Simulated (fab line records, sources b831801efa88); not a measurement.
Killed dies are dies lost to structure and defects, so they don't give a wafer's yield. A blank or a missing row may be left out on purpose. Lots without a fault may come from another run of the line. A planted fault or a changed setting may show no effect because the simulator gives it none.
Which tool did it? | flow gf180mcu | 24 lots, 72 wafers sampled, at 3 steps of a route of 602

WHAT THE GAUGES READ, wafer by wafer
GF_PSD_OVL_MEAS_08.
lot  | measured     | on         | PSD_OVL (nm)
L074 | day 14 04:46 | overlay-01 | 0.0 0.3 -0.2
L075 | day 14 08:47 | overlay-02 | -1.0 -0.6 0.5
L076 | day 14 17:55 | overlay-01 | -2.9 -2.6 -3.6
L077 | day 15 02:34 | overlay-02 | -1.0 -0.5 -1.2
L078 | day 15 12:11 | overlay-02 | -4.7 -2.1 -2.3
L079 | day 16 03:26 | overlay-01 | -0.5 -1.2 -1.5
L080 | day 16 09:34 | overlay-02 | 0.9 1.6 0.1
L081 | day 16 20:17 | overlay-02 | -1.1 -0.9 0.3
L082 | day 17 01:47 | overlay-02 | -1.2 -1.1 0.1
L083 | day 17 07:35 | overlay-02 | 0.0 0.4 0.4
L084 | day 17 22:37 | overlay-02 | 1.7 2.2 0.9
L085 | day 18 15:28 | overlay-01 | 0.4 0.2 -0.1
L086 | day 19 03:56 | overlay-02 | 0.4 1.2 -0.1
L087 | day 19 06:59 | overlay-01 | -1.8 0.1 -0.3
L088 | day 19 12:04 | overlay-02 | -2.2 -1.8 -2.8
L089 | day 19 22:43 | overlay-02 | -1.6 -0.9 -0.4
L090 | day 20 02:28 | overlay-02 | 0.2 -0.2 0.0
L091 | day 20 15:04 | overlay-01 | -0.8 1.3 0.6
L092 | day 20 19:28 | overlay-02 | 1.4 2.4 1.7
L093 | day 20 19:46 | overlay-02 | -1.2 -0.5 -1.7
L094 | day 21 04:40 | overlay-02 | -3.7 -1.6 -3.3
L095 | day 21 10:23 | overlay-02 | 1.7 0.4 0.4
L096 | day 21 20:41 | overlay-02 | -1.4 -1.8 0.4
L097 | day 22 01:59 | overlay-02 | 0.1 0.2 0.8

GF_V1_THK_MEAS_01.
lot  | measured     | on            | V1_CVD_00_THK (nm)
L074 | day 17 02:34 | film_metro-03 | 612 613 610
L075 | day 17 06:28 | film_metro-02 | 599 592 605
L076 | day 17 17:28 | film_metro-02 | 607 608 607
L077 | day 18 00:50 | film_metro-02 | 603 604 610
L078 | day 18 13:17 | film_metro-03 | 596 598 588
L079 | day 19 05:25 | film_metro-04 | 592 596 596
L080 | day 19 13:30 | film_metro-03 | 603 604 600
L081 | day 20 00:49 | film_metro-02 | 605 599 597
L082 | day 20 05:03 | film_metro-03 | 608 609 605
L083 | day 20 12:44 | film_metro-04 | 621 615 626
L084 | day 21 03:20 | film_metro-02 | 597 600 601
L085 | day 21 19:43 | film_metro-02 | 612 610 611
L086 | day 22 08:07 | film_metro-02 | 612 609 615
L087 | day 22 11:24 | film_metro-02 | 601 608 603
L088 | day 22 15:01 | film_metro-02 | 600 604 611
L089 | day 23 00:50 | film_metro-04 | 603 614 610
L090 | day 23 04:28 | film_metro-02 | 602 595 598
L091 | day 23 16:33 | film_metro-04 | 604 609 599
L092 | day 23 21:28 | film_metro-02 | 603 609 605
L093 | day 23 22:34 | film_metro-02 | 597 604 594
L094 | day 24 07:14 | film_metro-04 | 605 612 606
L095 | day 24 11:45 | film_metro-02 | 599 609 618
L096 | day 24 21:02 | film_metro-03 | 596 604 598
L097 | day 25 02:48 | film_metro-04 | 600 603 602

WHICH TOOL RAN EACH LOT (tool, then ch and the chambers of the sampled wafers, then the start)
lot  | GF_PSD_STRIP_10
L074 | plasma_asher-04 ch 0,1, day 14 04:57
L075 | plasma_asher-01 ch 0,1, day 14 08:58
L076 | plasma_asher-04 ch 0,1, day 14 18:06
L077 | plasma_asher-04 ch 0,1, day 15 02:47
L078 | plasma_asher-04 ch 0, day 15 12:22
L079 | plasma_asher-04 ch 0,1, day 16 03:39
L080 | plasma_asher-03 ch 0,1, day 16 09:46
L081 | plasma_asher-03 ch 0,1, day 16 20:28
L082 | plasma_asher-01 ch 0,1, day 17 01:59
L083 | plasma_asher-03 ch 0,1, day 17 07:47
L084 | plasma_asher-04 ch 0,1, day 17 22:47
L085 | plasma_asher-04 ch 0, day 18 15:40
L086 | plasma_asher-03 ch 0,1, day 19 04:08
L087 | plasma_asher-04 ch 0,1, day 19 07:11
L088 | plasma_asher-03 ch 0,1, day 19 12:14
L089 | plasma_asher-03 ch 0,1, day 19 22:53
L090 | plasma_asher-01 ch 0,1, day 20 02:40
L091 | plasma_asher-04 ch 0,1, day 20 15:17
L092 | plasma_asher-01 ch 0,1, day 20 19:38
L093 | plasma_asher-01 ch 0,1, day 20 19:59
L094 | plasma_asher-03 ch 0,1, day 21 04:52
L095 | plasma_asher-01 ch 0,1, day 21 10:34
L096 | plasma_asher-04 ch 0,1, day 21 20:53
L097 | plasma_asher-04 ch 0,1, day 22 02:11
- GF_PSD_STRIP_10: strips in O2/N2.

WHAT THE TOOLS THEMSELVES READ (means of the sampled wafers that have a number; where no wafer has one, the mark that the record gives instead)
GF_PSD_STRIP_10.
lot  | tool            | drypump_motor_current_A (A) | heater_power_w (W) | oes_product_au (a.u.) | strip_time_to_endpoint_s (s)
L074 | plasma_asher-04 | 6.2                         | 319                | 0.593                 | 16.51
L075 | plasma_asher-01 | 5.4                         | 331                | 0.588                 | 16.48
L076 | plasma_asher-04 | 6.2                         | 317                | 0.593                 | 16.52
L077 | plasma_asher-04 | 6.2                         | 325                | 0.598                 | 16.49
L078 | plasma_asher-04 | 6.1                         | 309                | 0.591                 | 16.58
L079 | plasma_asher-04 | 6.2                         | 324                | 0.593                 | 16.55
L080 | plasma_asher-03 | 5.5                         | 344                | 0.589                 | 16.52
L081 | plasma_asher-03 | 5.8                         | 339                | 0.590                 | 16.58
L082 | plasma_asher-01 | 5.4                         | 321                | 0.593                 | 16.64
L083 | plasma_asher-03 | 5.5                         | 345                | 0.592                 | 16.53
L084 | plasma_asher-04 | 6.2                         | 325                | 0.592                 | 16.58
L085 | plasma_asher-04 | 6.1                         | 311                | 0.589                 | 16.57
L086 | plasma_asher-03 | 5.8                         | 331                | 0.593                 | 16.61
L087 | plasma_asher-04 | 6.1                         | 316                | 0.591                 | 16.52
L088 | plasma_asher-03 | 5.8                         | 328                | 0.591                 | 16.52
L089 | plasma_asher-03 | 5.5                         | 336                | 0.589                 | 16.55
L090 | plasma_asher-01 | 5.4                         | 326                | 0.591                 | 16.57
L091 | plasma_asher-04 | 6.2                         | 326                | 0.592                 | 16.52
L092 | plasma_asher-01 | 5.4                         | 322                | 0.588                 | 16.51
L093 | plasma_asher-01 | 5.4                         | 326                | 0.592                 | 16.46
L094 | plasma_asher-03 | 5.8                         | 332                | 0.593                 | 16.56
L095 | plasma_asher-01 | 5.4                         | 323                | 0.595                 | 16.52
L096 | plasma_asher-04 | 6.2                         | 327                | 0.592                 | 16.48
L097 | plasma_asher-04 | 6.2                         | 316                | 0.591                 | 16.52

THE ANSWER, worked out from the rows above alone
Rule: what is usual is taken from the lots themselves. Put in order of their means at a reading, lots are off if they are a third of the lots or fewer, leave a main group of 4 or more, and stand apart from it by a gap of 3 or more times the standard deviation of the main group's means; of several such gaps the widest counts. A main group whose means are all the same, to the digits that the tables above print for the reading, isn't used. A lot without any number at a reading at which 4 lots or more have one is off too. The other lots that the step has rows for count as sound. The gauges are gone through in route order, then the tools' own readings, and for those a lot's mean is taken as printed above. The first step at which some lot is off is used, and at that step the reading that is off furthest; a lot without a number counts as furthest.
No lot is off at any reading shown: from this, nothing can be told.

WHAT THE SIMULATOR HAD PUT IN
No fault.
